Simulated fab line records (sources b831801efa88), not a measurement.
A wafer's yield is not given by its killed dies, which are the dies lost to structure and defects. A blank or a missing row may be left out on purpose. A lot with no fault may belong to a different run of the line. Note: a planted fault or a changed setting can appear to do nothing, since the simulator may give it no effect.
Chamber matching ; flow gf180mcu ; GF_V5_CMP_26 on cmp-01 has 4 sister chambers
The step polishes, stops on SiO2, t overpolish 15 s, target thk 0 nm. 8 wafers are shown with their chamber, then 10 later ones without.

== WAFERS PAIRED WITH THEIR CHAMBERS ==
wafer;chamber;motor_current_A (A);edge_zone_pressure_frac
L290.4;3;10.0;1.007
L291.3;3;9.9;1.005
L291.6;2;11.5;1.006
L293.3;0;12.2;0.997
L293.5;0;11.7;0.992
L293.6;1;10.3;0.995
L292.1;2;11.0;0.998
L292.4;1;10.8;1.002

== WAFERS MISSING THEIR CHAMBER ==
wafer;motor_current_A (A);edge_zone_pressure_frac
L292.6;11.5;0.993
L294.1;9.6;1.000
L294.3;11.7;0.992
L294.5;12.0;0.987
L295.3;12.5;1.002
L295.4;10.5;1.002
L295.5;11.5;1.000
L297.2;11.4;1.004
L297.5;9.6;0.994
L297.6;11.6;1.005

== EACH ONE'S CHAMBER ==
wafer;from the rows above;in truth
L292.6;can't be placed: 0 or 2 or 1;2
L294.1;can't be placed: 3 or 1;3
L294.3;can't be placed: 0 or 2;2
L294.5;0;0
L295.3;can't be placed: 0 or 2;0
L295.4;can't be placed: 1 or 3 or 2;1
L295.5;can't be placed: 2 or 0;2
L297.2;2;2
L297.5;can't be placed: 3 or 1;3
L297.6;can't be placed: 2 or 0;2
Correct placement for 2 of the 10. Cannot be placed on the basis of these rows: 8; the candidates contain the true chamber in 8. Placed wrongly: 0.
How it was worked out, from the rows above alone: a wafer's distance from a chamber is the root of the sum, over the readings, of the square of ((its reading less the chamber's mean) divided by the reading's scatter). If the next closest chamber is less than 2 further off than the closest, the wafer can't be placed; otherwise it belongs to the closest. The mean given for a chamber averages the wafers shown for that chamber. How the scatter is found: for the shown wafers, subtract from each reading the mean of its chamber, square and add these, divide the total by (wafers less chambers), then take the root.
